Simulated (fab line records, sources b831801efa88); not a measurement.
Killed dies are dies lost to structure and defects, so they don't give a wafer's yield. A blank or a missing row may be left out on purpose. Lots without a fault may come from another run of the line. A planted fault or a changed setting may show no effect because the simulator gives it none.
Problem report in the 8D (eight disciplines) form, filled by code | flow gf180mcu | the parts of the form that need people (team, actions taken, sign-off) are left out

1. THE PROBLEM
run_length_s at GF_STI_WET_ETCH_17 reads a mean of 564 s on 6 wafers of 2 lots; wafers without a fault read 544 s with a standard deviation of 4.3. That is +4.7 standard deviations from the usual mean.
The step: etches Si3N4 in H3PO4, target depth 45 nm, time 514 s.
First seen on wafer L702.1, day 4 10:45, on wet_bench-03. The record holds 42 wafers of 14 lots with a number at this step. Rule for "out", or "out of limits": more than 4 standard deviations from the usual mean. The other wafers with a number count as sound.

2. WHAT IT IS AND WHAT IT IS NOT
question                    | is                     | is not
which readings at this step | run_length_s           | -
which lots                  | L702, L703             | L691, L692, L694, L701, L704, L705, L706, L708, L709, L710, L711, L714
which wafers of those lots  | all that have a number | -
read on which tools         | wet_bench-03           | wet_bench-02, wet_bench-04
when                        | from day 4 10:45       | up to then (12 sound wafers); but 24 sound wafers of L704, L705, L706, L708, L709, L710, L711, L714 came after

3. SUSPECTS, AND WHAT RULES EACH OUT
Counting: a tool at a process step up to the reading stays a suspect if it ran every lot that is out and no sound lot after the first of them.
- wet_bench-03 at GF_STI_WET_ETCH_17 (etches Si3N4 in H3PO4, target depth 45 nm, time 514 s): kept. It ran every lot that is out, first L702 (day 4 10:45), and no sound lot after that; its last sound lot up to then is L691 (day 2 01:12). Its own readings are out on those wafers: run_length_s.
Left after counting: wet_bench-03 at GF_STI_WET_ETCH_17.

4. THE CAUSE (what the simulator had put in)
Process parameter drift: wet_bench-03, from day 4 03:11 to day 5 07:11, at GF_STI_WET_ETCH_17. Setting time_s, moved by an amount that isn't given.
Counting left only this tool.

5. THE CHAIN OF EFFECTS, in route order
Each row: a reading whose mean over the struck wafers that have a number lies more than 3 standard deviations from the usual. Only readings for which the record gives a usual standard deviation are gone through. hours: the time from each lot's start at the first step in this table that gives one to its start at this step, as a median over the lots. sigmas: the change in usual standard deviations.
hours | step               | reading      | usual | on struck wafers | change | sigmas
0     | GF_STI_WET_ETCH_17 | run_length_s | 544 s | 564              | +20    | +4.7
The process steps in it:
- GF_STI_WET_ETCH_17: etches Si3N4 in H3PO4, target depth 45 nm, time 514 s.
Later measuring or inspecting steps at which every struck wafer that the step has a row for has a number for every such reading, and none has moved that far: GF_POLY_GATE_CD_MEAS_18.

6. WHAT WOULD HAVE CAUGHT IT SOONER
In this record the first reading out of limits was taken at day 4 10:45, 8 hours after the fault began at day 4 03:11.
